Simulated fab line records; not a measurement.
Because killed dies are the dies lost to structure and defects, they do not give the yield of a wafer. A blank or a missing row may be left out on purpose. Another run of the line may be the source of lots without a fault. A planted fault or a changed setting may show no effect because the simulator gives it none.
Comparing a struck lot with a sound one :: flow sky130 :: 15 out of 708 route steps
Sound: these wafers, L487.1, L487.4, L487.6. Struck: wafer L497.2 (left out: L497.1, L497.3 of the same lot, which were not struck); the cause appears at the end.
At each step with rows: each side's tool, then ch and its chambers, then its first start. Under that, the readings that differ: sound wafers :: struck wafers :: difference of the means :: sigmas: that difference in standard deviations of wafers without a fault.
alike: readings with means less than 2 such deviations apart, plus words and numbers identical on both sides. not compared: withheld readings, readings lacking a value on some wafer, bounds such as >300 that could conceal the same value, and numbers that have no deviation in the record and whose values overlap.
The two part at a step that has a row with sigmas, a row that says differs or no value, or rows on one side only. When numbers do not overlap yet have no deviation, they are printed without sigmas and do not part them. A reading that every wafer of one side lacks parts them only if that side has two wafers or more.

SKY_FIELD_ISO_ETCH_15: etches the open film in CHF3/O2, stops on Si, target depth 180 nm, time 72 s.
  sound on rie-diel-01 ch 0,2, day 2 15:40; struck on rie-diel-03 ch 0, day 4 19:57
  alike: drypump-motor-current-A, oes-product-au, rf-fwd-power-W, throttle-valve-pct
  not compared: rf-hours-counter-h
SKY_FIELD_ISO_STRIP_16: strips in O2/N2.
  sound on plasma-asher-01 ch 0,1, day 2 15:44; struck on plasma-asher-02 ch 0, day 4 20:01
  alike: drypump-motor-current-A, n2-flow-sccm, oes-product-au, strip-time-to-endpoint-s
  not compared: rf-hours-counter-h
SKY_FIELD_ISO_ETCH_17: etches Si in HBr/Cl2/O2, target depth 342 nm, time 97.7 s.
  sound on rie-si-02 ch 0,2, day 2 15:50; struck on rie-si-02 ch 2, day 4 20:07
  alike: HBr_flow_sccm, drypump-motor-current-A, he-backside-leak-sccm, oes-product-au, rf-fwd-power-W, throttle-valve-pct
  not compared: rf-hours-counter-h
then, 5 steps without rows for these wafers: SKY_FIELD_ISO_WET_ETCH_18 (etches Si3N4 in H3PO4, target depth 25 nm, time 286 s); SKY_FIELD_ISO_CLEAN_19 (cleans in SC1/SC2, time 150 s); SKY_FIELD_ISO_CLEAN_20 (cleans in dHF, time 20 s); SKY_FIELD_ISO_WET_ETCH_21 (etches SiO2 in dHF, target depth 20 nm, time 400 s); SKY_FIELD_ISO_OXIDATION_22 (stabilise 600 s, purge 300 s, target thk 10 nm).
SKY_FIELD_ISO_THK_MEAS_23:
  struck on film-metro-03, day 4 22:52; sound on film-metro-04, day 2 19:49
  alike: FIELD_ISO_OXIDATION_01_THK
then, 1 step without rows for these wafers: SKY_FIELD_ISO_CVD_24 (deposits SiO2, target thk 595 nm, time 99.2 s).
SKY_FIELD_ISO_THK_MEAS_25:
  struck on film-metro-04, day 4 22:59; sound on film-metro-03, day 2 19:56
  alike: FIELD_ISO_CVD_24_THK
then, 1 step without rows for these wafers: SKY_FIELD_ISO_ANNEAL_26 (time 1800 s).
SKY_FIELD_ISO_CMP_27: polishes, stops on Si3N4, t overpolish 16 s, target thk 457.8 nm.
  sound on cmp-01 ch 0,2,3, day 2 23:42; struck on cmp-01 ch 3, day 5 01:43
reading: time-to-endpoint-s (s)
sound: 117 116 120
struck: 67
difference: -51
sigmas: -13
  alike: motor-current-A, overpolish-run-s
then, 1 step without rows for these wafers: SKY_FIELD_ISO_WET_ETCH_28 (etches SiO2 in dHF, target depth 23.7 nm, time 47 s).
-- a jump in the record: the struck wafers' starts before and after are 44 days apart (it breaks off in module FIELD_ISO and resumes in module PAD_OPEN, where the first step shown is number 708 of the route) --
SKY_PAD_OPEN_PROBE_99:
  struck on prober-01, day 48 22:25; sound on prober-02, day 47 04:07
reading: killed-at-contacts
sound: 33 33 31
struck: 21
difference: -11
sigmas: -2

reading: killed-dies
sound: 99 106 84
struck: 74
difference: -22
sigmas: -2
  alike: killed_at_M0_to_M3, killed_at_M4_up, killed-at-front-end, killed-at-other, killed-on-rim, killed-open, killed-short

== WHERE THEY PART ==
Earliest at SKY_FIELD_ISO_CMP_27; latest, in this record, at SKY_PAD_OPEN_PROBE_99.

WHY: what the simulator had put in
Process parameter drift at SKY_FIELD_ISO_CMP_27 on cmp-01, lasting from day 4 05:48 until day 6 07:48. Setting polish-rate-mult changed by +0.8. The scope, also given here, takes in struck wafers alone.
